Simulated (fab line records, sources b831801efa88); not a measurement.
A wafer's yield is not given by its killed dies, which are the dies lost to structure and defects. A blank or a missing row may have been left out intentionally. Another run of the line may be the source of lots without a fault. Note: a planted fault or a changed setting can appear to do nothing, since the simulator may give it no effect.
Lot-split experiment :: flow gf180mcu :: on a route of 602 steps: 5 lots, 23 wafers read

ABOUT THE SPLIT
At GF_M4_METAL_ETCH_16 (etches the open film in Cl2/BCl3, stops on SiO2, target depth 627.5 nm, time 104.6 s), the setting time-s was moved away from the recipe's 104.6 s on 11 of the 23 wafers read, by -14.0% to +10.3%. This setting was run at the recipe's value on the other wafers.

The reading comes from the split's own step.

THE READING
oes-product-au, in a.u., at GF_M4_METAL_ETCH_16 (etches the open film in Cl2/BCl3, stops on SiO2, target depth 627.5 nm, time 104.6 s). Typical for fault-free wafers on this fab line: 0.974 a.u., with standard deviation 0.0066 a.u.

wafer: L074.2
tool, chamber at the split: rie-metal-01, 1
time-s as run, s: 104.6
against the recipe: recipe
oes-product-au, a.u.: 0.964
against lot-mates on the recipe: -

wafer: L074.4
tool, chamber at the split: rie-metal-01, 0
time-s as run, s: 104.6
against the recipe: recipe
oes-product-au, a.u.: 0.953
against lot-mates on the recipe: -

wafer: L074.6
tool, chamber at the split: rie-metal-01, 0
time-s as run, s: 104.6
against the recipe: recipe
oes-product-au, a.u.: 0.970
against lot-mates on the recipe: -

wafer: L076.1
tool, chamber at the split: rie-metal-04, 0
time-s as run, s: 104.6
against the recipe: recipe
oes-product-au, a.u.: 0.973
against lot-mates on the recipe: -

wafer: L076.2
tool, chamber at the split: rie-metal-04, 1
time-s as run, s: 94.27
against the recipe: -9.9%
oes-product-au, a.u.: 1.003
against lot-mates on the recipe: +0.028

wafer: L076.3
tool, chamber at the split: rie-metal-04, 0
time-s as run, s: 104.6
against the recipe: recipe
oes-product-au, a.u.: 0.981
against lot-mates on the recipe: -

wafer: L076.5
tool, chamber at the split: rie-metal-04, 0
time-s as run, s: 94.27
against the recipe: -9.9%
oes-product-au, a.u.: 1.009
against lot-mates on the recipe: +0.034

wafer: L076.6
tool, chamber at the split: rie-metal-04, 1
time-s as run, s: 104.6
against the recipe: recipe
oes-product-au, a.u.: 0.972
against lot-mates on the recipe: -

wafer: L077.1
tool, chamber at the split: rie-metal-02, 1
time-s as run, s: 109.2
against the recipe: +4.4%
oes-product-au, a.u.: 0.966
against lot-mates on the recipe: -0.012

wafer: L077.3
tool, chamber at the split: rie-metal-02, 1
time-s as run, s: 109.2
against the recipe: +4.4%
oes-product-au, a.u.: 0.978
against lot-mates on the recipe: +0.000

wafer: L077.4
tool, chamber at the split: rie-metal-02, 1
time-s as run, s: 104.6
against the recipe: recipe
oes-product-au, a.u.: 0.985
against lot-mates on the recipe: -

wafer: L077.5
tool, chamber at the split: rie-metal-02, 1
time-s as run, s: 104.6
against the recipe: recipe
oes-product-au, a.u.: 0.970
against lot-mates on the recipe: -

wafer: L077.6
tool, chamber at the split: rie-metal-02, 1
time-s as run, s: 109.2
against the recipe: +4.4%
oes-product-au, a.u.: 0.972
against lot-mates on the recipe: -0.006

wafer: L081.2
tool, chamber at the split: rie-metal-02, 0
time-s as run, s: 115.4
against the recipe: +10.3%
oes-product-au, a.u.: 0.916
against lot-mates on the recipe: -0.055

wafer: L081.3
tool, chamber at the split: rie-metal-02, 1
time-s as run, s: 115.4
against the recipe: +10.3%
oes-product-au, a.u.: 0.914
against lot-mates on the recipe: -0.057

wafer: L081.4
tool, chamber at the split: rie-metal-02, 0
time-s as run, s: 104.6
against the recipe: recipe
oes-product-au, a.u.: 0.964
against lot-mates on the recipe: -

wafer: L081.5
tool, chamber at the split: rie-metal-02, 0
time-s as run, s: 104.6
against the recipe: recipe
oes-product-au, a.u.: 0.979
against lot-mates on the recipe: -

wafer: L081.6
tool, chamber at the split: rie-metal-02, 1
time-s as run, s: 115.4
against the recipe: +10.3%
oes-product-au, a.u.: 0.910
against lot-mates on the recipe: -0.061

wafer: L084.1
tool, chamber at the split: rie-metal-04, 1
time-s as run, s: 89.95
against the recipe: -14.0%
oes-product-au, a.u.: 1.001
against lot-mates on the recipe: +0.031

wafer: L084.2
tool, chamber at the split: rie-metal-04, 0
time-s as run, s: 89.95
against the recipe: -14.0%
oes-product-au, a.u.: 1.018
against lot-mates on the recipe: +0.048

wafer: L084.3
tool, chamber at the split: rie-metal-04, 0
time-s as run, s: 89.95
against the recipe: -14.0%
oes-product-au, a.u.: 1.009
against lot-mates on the recipe: +0.039

wafer: L084.4
tool, chamber at the split: rie-metal-04, 1
time-s as run, s: 104.6
against the recipe: recipe
oes-product-au, a.u.: 0.968
against lot-mates on the recipe: -

wafer: L084.5
tool, chamber at the split: rie-metal-04, 1
time-s as run, s: 104.6
against the recipe: recipe
oes-product-au, a.u.: 0.972
against lot-mates on the recipe: -

THE FIT
A straight line over all 23 wafers: oes-product-au changes by -0.00354 a.u. for each +1% of time-s; r = -0.90; the points scatter about the line by 0.013 a.u.
The same after taking each lot's own level away (the mean of its wafers on the recipe; 23 wafers): -0.00361 a.u. for each +1%; r = -0.93; scatter 0.011 a.u.
The reading moves by 0.051 a.u. for the largest change in time-s, on that fit.
Across the lots, their own levels run from 0.9623 to 0.9775 a.u., a range of 2.3 times the standard deviation given above.
Hence the lot-to-lot level has little effect on the slope; both slopes agree.
Check: +0.0512 a.u. against its lot-mates is what the line predicts for one of the wafers moved furthest among these (-14.0%) when that wafer is left out of the fit. It came out at +0.031 a.u. against them.
Tool readings at the split's step, against how far the setting was moved: oes-product-au r = -0.90.

OTHER SPLITS ON THESE WAFERS
Note: prior to the reading, these wafers also went through further splits. Each is held against what the fit with the lots' levels taken away leaves over:
other split on the same wafers: GF_V3_CVD_00 sih4-flow-sccm
wafers away from the commonest value: 5
r with oes-product-au (lot level and that fit taken away): -0.29

other split on the same wafers: GF_V3_SPUTTER_21 chamber-pressure-pa
wafers away from the commonest value: 15
r with oes-product-au (lot level and that fit taken away): -0.49

other split on the same wafers: GF_V3_CVD_23 pressure-torr
wafers away from the commonest value: 15
r with oes-product-au (lot level and that fit taken away): +0.31

other split on the same wafers: GF_M4_SPUTTER_03 time-s
wafers away from the commonest value: 5
r with oes-product-au (lot level and that fit taken away): +0.42

THE WHOLE CHAIN: every reading that the file lists as answering this split, in the file's order
step: GF_M4_METAL_ETCH_16
what it does: etches the open film in Cl2/BCl3, stops on SiO2, target depth 627.5 nm, time 104.6 s
reading: oes-product-au
change (the file's fit): -0.00352 a.u. for each +1% of the setting
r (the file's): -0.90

step: GF_M4_METAL_ETCH_16
what it does: etches the open film in Cl2/BCl3, stops on SiO2, target depth 627.5 nm, time 104.6 s
reading: M4.feature-depth-nm (the simulator's own value, which no gauge read)
change (the file's fit): not straight: 541.7 at the lowest setting, 602.3 at the recipe, 599.1 at the highest
r (the file's): not given

step: GF_M4_METAL_ETCH_16
what it does: etches the open film in Cl2/BCl3, stops on SiO2, target depth 627.5 nm, time 104.6 s
reading: KrF_of_M4_COAT_09.thk-nm (the simulator's own value, which no gauge read)
change (the file's fit): -2.44 nm for each +1% of the setting
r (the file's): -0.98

step: GF_M4_STRIP_17
what it does: strips in O2/N2
reading: strip-time-to-endpoint-s
change (the file's fit): withheld for each +1% of the setting
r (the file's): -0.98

FILE'S OWN FIT
oes-product-au changes by -0.00352 a.u. for each +1% of time-s, r = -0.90.
